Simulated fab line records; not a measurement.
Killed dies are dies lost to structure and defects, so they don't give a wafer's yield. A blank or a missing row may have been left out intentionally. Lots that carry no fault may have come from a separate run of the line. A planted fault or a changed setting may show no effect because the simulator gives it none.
Comparing a struck lot with a sound one :: flow sky130 :: 15 out of 708 route steps
Sound: wafers L980.3, L980.4, L980.6. The struck wafers were L990.3, L990.4. The cause is given at the end.
At each step with rows: each side's tool, then ch and its chambers, then its first start. Under that, the readings that differ: sound wafers :: struck wafers :: difference of the means :: sigmas: that difference in standard deviations of wafers without a fault.
alike: readings whose means differ by less than 2 such deviations, and words and numbers that are the same on both sides. not compared: withheld readings, readings that some wafer has no value for, bounds like >300 that may hide the same value, and numbers for which the record gives no deviation and whose values overlap.
The two part at a step that has a row with sigmas, a row that says differs or no value, or rows on one side only. Numbers that don't overlap but have no deviation are shown without sigmas and don't part them. Lack of a reading on every wafer of one side parts them only where that side has two or more wafers.

SKY_VIA3_ETCH_14: etches BARC in N2/H2, stops on SiO2, time 45.9 s, target depth 60 nm.
  sound on rieDiel-04 ch 0,1,3, day 40 12:14; struck on rieDiel-04 ch 1,2, day 43 04:58
  alike: drypumpMotorCurrentA, oesProductAu, throttleValvePct
  not compared: rfHoursCounterH
then, 1 step without rows for these wafers: SKY_VIA3_ETCH_15 (etches SiO2 in C4F8/O2/Ar, stops on TiN, target depth 507 nm, time 78 s).
SKY_VIA3_STRIP_16: strips in O2/N2.
  sound on plasmaAsher-03 ch 0,1, day 40 12:22; struck on plasmaAsher-01 ch 0,1, day 43 05:07
reading: stripTimeToEndpointS (s)
sound: 4.11 4.13 4.15
struck: 4.09 4.03
difference: -0.07
sigmas: -2
  alike: drypumpMotorCurrentA, oesProductAu
  not compared: rfHoursCounterH
then, 4 steps without rows for these wafers: SKY_VIA3_STRIP_17 (strips in post etch residue remover, time 1200 s); SKY_VIA3_CLEAN_18 (cleans in IPA, time 180 s); SKY_VIA3_CLEAN_19 (cleans in O3/DIW); SKY_VIA3_SPUTTER_20 (material TiN, target thk 20 nm, time 80 s).
SKY_VIA3_CVD_21: deposits W, target thk 390 nm, time 117.31 s.
  sound on cvdW-02 ch 0,1, day 40 13:05; struck on cvdW-01 ch 0,1, day 43 05:49
  alike: heaterPowerW
SKY_VIA3_RS_MEAS_22: a four-point-probe measurement.
  sound: filmMetro-02 at day 40 13:13; struck: filmMetro-02 at day 43 05:56
  alike: VIA3_W_RS
SKY_VIA3_THK_MEAS_23: measures by xrf.
  sound: filmMetro-02 at day 40 13:19; struck: filmMetro-02 at day 43 06:02
  alike: VIA3_W_THK
SKY_VIA3_CMP_24: polishes, stops on SiO2, t overpolish 20 s, target thk 0 nm.
  sound on cmp-01 ch 0,3, day 40 13:22; struck on cmp-02 ch 1,2, day 43 06:20
  alike: motorCurrentA, overpolishRunS, timeToEndpointS
SKY_METAL4_SPUTTER_00: material Ti, target thk 15 nm, time 10 s.
  sound: pvdSputter-01 at day 40 13:40; struck: pvdSputter-01 at day 43 06:35
  alike: throttleValvePct
SKY_METAL4_SPUTTER_01: material TiN, target thk 20 nm, time 16.7 s.
  sound: pvdSputter-01 at day 40 13:41; struck: pvdSputter-01 at day 43 06:37
reading: model.TiN_of_METAL4_SPUTTER_01.thkNm (nm)
sound: 19.53 20.06 19.67
struck: 28.72 28.91
difference: +9.06
sigmas: 
  alike: throttleValvePct
then, 1 step without rows for these wafers: SKY_METAL4_SPUTTER_02 (material AlCu, target thk 735 nm, time 39.1 s).
-- the record jumps here: 6 days lie between the struck wafers' starts before and after (it left off in module METAL4 and takes up again in module PAD_OPEN, whose first step shown is number 708 of the route) --
SKY_PAD_OPEN_PROBE_99:
  sound: prober-02 at day 46 12:53; struck: prober-02 at day 48 21:41
  alike: defectLimitedYield, killed_at_M0_to_M3, killed_at_M4_up, killedAtContacts, killedAtFrontEnd, killedAtOther, killedDies, killedOpen, killedShort, sort_bin_3_pad_short, sort_bin_5_function, sort_bin_6_memory, sortNPass, sortYieldPct

## WHERE THEY PART
Within this record, at SKY_VIA3_STRIP_16 only. Later steps at which nothing parts them and some readings are alike: SKY_VIA3_CVD_21, SKY_VIA3_RS_MEAS_22, SKY_VIA3_THK_MEAS_23, SKY_VIA3_CMP_24, SKY_METAL4_SPUTTER_00, SKY_METAL4_SPUTTER_01, SKY_PAD_OPEN_PROBE_99.

WHY: what the simulator had put in
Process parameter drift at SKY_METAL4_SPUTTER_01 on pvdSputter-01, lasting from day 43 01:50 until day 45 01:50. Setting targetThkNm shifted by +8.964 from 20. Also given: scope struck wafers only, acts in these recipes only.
